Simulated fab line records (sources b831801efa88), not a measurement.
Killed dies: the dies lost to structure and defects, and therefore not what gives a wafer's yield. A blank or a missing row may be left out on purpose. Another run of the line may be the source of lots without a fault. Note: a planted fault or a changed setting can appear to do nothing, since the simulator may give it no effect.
Split-lot study -- flow sky130 -- on a route of 708 steps: 5 lots, 23 wafers read

== SPLIT DETAILS ==
At SKY_LDD_LDN_SOFTBAKE_03 (time 60 s), the setting tempC was moved away from the recipe's 90 C on 9 of the 23 wafers read, by -3.4% to +4.0%. The other wafers ran this setting at the recipe's value.

There is no step in the file separating the split from the reading.

== THE READING ==
NOVOLAK_of_LDD_LDN_COAT_02.thkNm (the simulator's own value, which no gauge read), in nm, at SKY_LDD_LDN_DEVELOP_06 (develop time 60 s). No usual value for it is given in the file. Across the 14 wafers here that went through the recipe, the average is 1141 nm and the standard deviation 2.9 nm.

wafer,"tool, chamber at the split","tempC as run, C",against the recipe,"NOVOLAK_of_LDD_LDN_COAT_02.thkNm, nm",against lot-mates on the recipe
L076.1,"lithoTrack-03, 0",90,recipe,1141,-
L076.2,"lithoTrack-03, 0",91.02,+1.1%,1137,-2
L076.4,"lithoTrack-03, 0",91.02,+1.1%,1134,-5
L076.5,"lithoTrack-03, 0",91.02,+1.1%,1133,-6
L076.6,"lithoTrack-03, 0",90,recipe,1137,-
L079.1,"lithoTrack-01, 0",93.64,+4.0%,1130,-11
L079.3,"lithoTrack-01, 0",93.64,+4.0%,1130,-11
L079.4,"lithoTrack-01, 0",90,recipe,1142,-
L079.5,"lithoTrack-01, 0",90,recipe,1142,-
L079.6,"lithoTrack-01, 0",90,recipe,1139,-
L080.2,"lithoTrack-03, 0",90,recipe,1146,-
L080.3,"lithoTrack-03, 0",87.34,-3.0%,1150,+7
L080.4,"lithoTrack-03, 0",87.34,-3.0%,1149,+6
L080.5,"lithoTrack-03, 0",90,recipe,1141,-
L080.6,"lithoTrack-03, 0",90,recipe,1142,-
L084.3,"lithoTrack-03, 0",90,recipe,1142,-
L084.4,"lithoTrack-03, 0",90,recipe,1138,-
L084.6,"lithoTrack-03, 0",90,recipe,1137,-
L083.1,"lithoTrack-03, 0",90,recipe,1143,-
L083.3,"lithoTrack-03, 0",90,recipe,1143,-
L083.4,"lithoTrack-03, 0",86.91,-3.4%,1154,+10
L083.5,"lithoTrack-03, 0",86.91,-3.4%,1152,+8
L083.6,"lithoTrack-03, 0",90,recipe,1147,-

THE FIT
A straight line over all 23 wafers: NOVOLAK_of_LDD_LDN_COAT_02.thkNm changes by -3.13 nm for each +1% of tempC; r = -0.91; the points scatter about the line by 2.8 nm.
The same after taking each lot's own level away (the mean of its wafers on the recipe; 23 wafers): -2.6 nm for each +1%; r = -0.94; scatter 1.8 nm.
The reading moves by 11 nm for the largest change in tempC, on that fit.
From 1139.0 to 1144.3 nm: that is the span of the lots' own levels, equal to 1.9 times the standard deviation above.
So the slope is not independent of the lot-to-lot level: the two fits are not the same.
Check: for one of the wafers moved furthest among these (+4.0%), held out of the fit, the line's prediction against its lot-mates is -10.8 nm. It came out at -11 nm against them.

== ADDITIONAL SPLITS CARRIED BY THESE WAFERS ==
Other splits were also applied to these wafers ahead of the reading. Each is held against what the fit with the lots' levels taken away leaves over:
other split on the same wafers,wafers away from the commonest value,r with NOVOLAK_of_LDD_LDN_COAT_02.thkNm (lot level and that fit taken away)
SKY_VT_ADJUST_PCH_SOFTBAKE_03 tempC,7,-0.07
SKY_SONOS_TUNNEL_COAT_02 resistThkNm,7,-0.14
SKY_SONOS_ONO_EXPOSE_10 doseMj,8,+0.12
SKY_SONOS_ONO_DEVELOP_12 developTimeS,10,+0.05
SKY_GATE_OXIDE_IMPLANT_11 doseCm2,11,+0.16
SKY_GATE_OXIDE_WET_ETCH_12 timeS,18,-0.14
SKY_LDD_N_COAT_02 resistThkNm,8,+0.09
SKY_LDD_N_IMPLANT_09 doseCm2,5,-0.26
SKY_LDD_HVN_STRIP_09 powerW,5,+0.01

== THE WHOLE CHAIN: every reading that the file lists as answering this split, in the file's order ==
step,what it does,reading,change (the file's fit),r (the file's)
SKY_LDD_LDN_DEVELOP_06,develop time 60 s,"NOVOLAK_of_LDD_LDN_COAT_02.thkNm (the simulator's own value, which no gauge read)",-2.56 nm for each +1% of the setting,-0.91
SKY_LDD_LDN_STRIP_12,strips in O2/N2,stripTimeToEndpointS,withheld for each +1% of the setting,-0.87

== THE FILE'S OWN FIT ==
NOVOLAK_of_LDD_LDN_COAT_02.thkNm changes by -2.56 nm for each +1% of tempC, r = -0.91.
